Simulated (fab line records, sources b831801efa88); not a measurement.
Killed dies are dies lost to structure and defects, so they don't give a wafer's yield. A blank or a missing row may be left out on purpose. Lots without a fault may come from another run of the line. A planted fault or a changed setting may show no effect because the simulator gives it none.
Which tool did it? | flow gf180mcu | 13 lots, 39 wafers sampled, at 2 steps of a route of 602

WHAT THE GAUGES READ, wafer by wafer
GF_NWELL_OVL_MEAS_07. Usual: NWELL_OVL 1.1 nm, standard deviation 1.5.
lot  | measured    | on         | NWELL_OVL (nm) | flag
L279 | day 3 13:13 | overlay-01 | 0.7 1.2 1.1    |
L280 | day 3 17:07 | overlay-01 | 3.3 1.6 1.4    |
L281 | day 3 23:46 | overlay-02 | -1.3 0.2 0.9   |
L282 | day 4 05:25 | overlay-01 | 1.9 2.2 2.1    |
L283 | day 4 11:34 | overlay-01 | 2.6 5.2 2.9    |
L284 | day 4 17:19 | overlay-02 | -2.3 -0.7 -3.3 |
L285 | day 4 20:55 | overlay-02 | 0.8 0.5 -0.9   |
L286 | day 5 06:04 | overlay-02 | 1.4 -0.3 -1.1  |
L287 | day 5 15:13 | overlay-01 | 3.1 2.5 4.1    |
L292 | day 6 12:10 | overlay-01 | 0.4 -0.3 1.5   |
L296 | day 7 11:52 | overlay-01 | 1.9 0.1 2.4    |
L297 | day 7 16:49 | overlay-01 | 2.9 1.0 4.4    |
L301 | day 8 15:16 | overlay-01 | 1.7 1.3 1.9    |

GF_LVPWELL_OVL_MEAS_07. Usual: LVPWELL_OVL 0.0 nm, standard deviation 1.4.
lot  | measured    | on         | LVPWELL_OVL (nm) | flag
L279 | day 4 02:26 | overlay-01 | 0.0 0.2 -1.0     |
L280 | day 4 06:28 | overlay-02 | 0.1 -0.2 -1.4    |
L281 | day 4 13:10 | overlay-01 | 1.5 0.1 0.8      |
L282 | day 4 19:37 | overlay-01 | 0.6 0.4 -0.8     |
L283 | day 5 02:13 | overlay-01 | 1.2 2.0 1.5      |
L284 | day 5 07:49 | overlay-01 | 1.0 0.3 0.8      |
L285 | day 5 11:01 | overlay-02 | 0.2 -1.0 1.1     |
L286 | day 5 20:40 | overlay-01 | 0.7 2.2 -0.7     |
L287 | day 6 06:34 | overlay-02 | -0.3 2.0 -0.8    |
L292 | day 7 04:20 | overlay-02 | 1.0 1.4 -0.2     |
L296 | day 8 04:16 | overlay-01 | 0.3 1.7 1.8      |
L297 | day 8 09:04 | overlay-01 | 1.0 0.4 -0.4     |
L301 | day 9 08:49 | overlay-02 | -0.5 -1.4 1.3    |

WHICH TOOL RAN EACH LOT (tool, then ch and the chambers of the sampled wafers, then the start)
The record holds no process step before these readings.

WHAT THE TOOLS THEMSELVES READ (means of the sampled wafers that have a number; where no wafer has one, the mark that the record gives instead)
The record holds no such reading with a usual standard deviation.

THE ANSWER, worked out from the rows above alone
Rule: a lot is off if the mean of its wafers that have a number lies more than 3 standard deviations from the usual mean. A lot without any number at a reading at which 4 lots or more have one is off too. The other lots that the step has rows for count as sound. The gauges are gone through in route order, then the tools' own readings, and for those a lot's mean is taken as printed above. The first step at which some lot is off is used, and at that step the reading that is off furthest; a lot without a number counts as furthest.
No lot is off at any reading shown: from this, nothing can be told.

WHAT THE SIMULATOR HAD PUT IN
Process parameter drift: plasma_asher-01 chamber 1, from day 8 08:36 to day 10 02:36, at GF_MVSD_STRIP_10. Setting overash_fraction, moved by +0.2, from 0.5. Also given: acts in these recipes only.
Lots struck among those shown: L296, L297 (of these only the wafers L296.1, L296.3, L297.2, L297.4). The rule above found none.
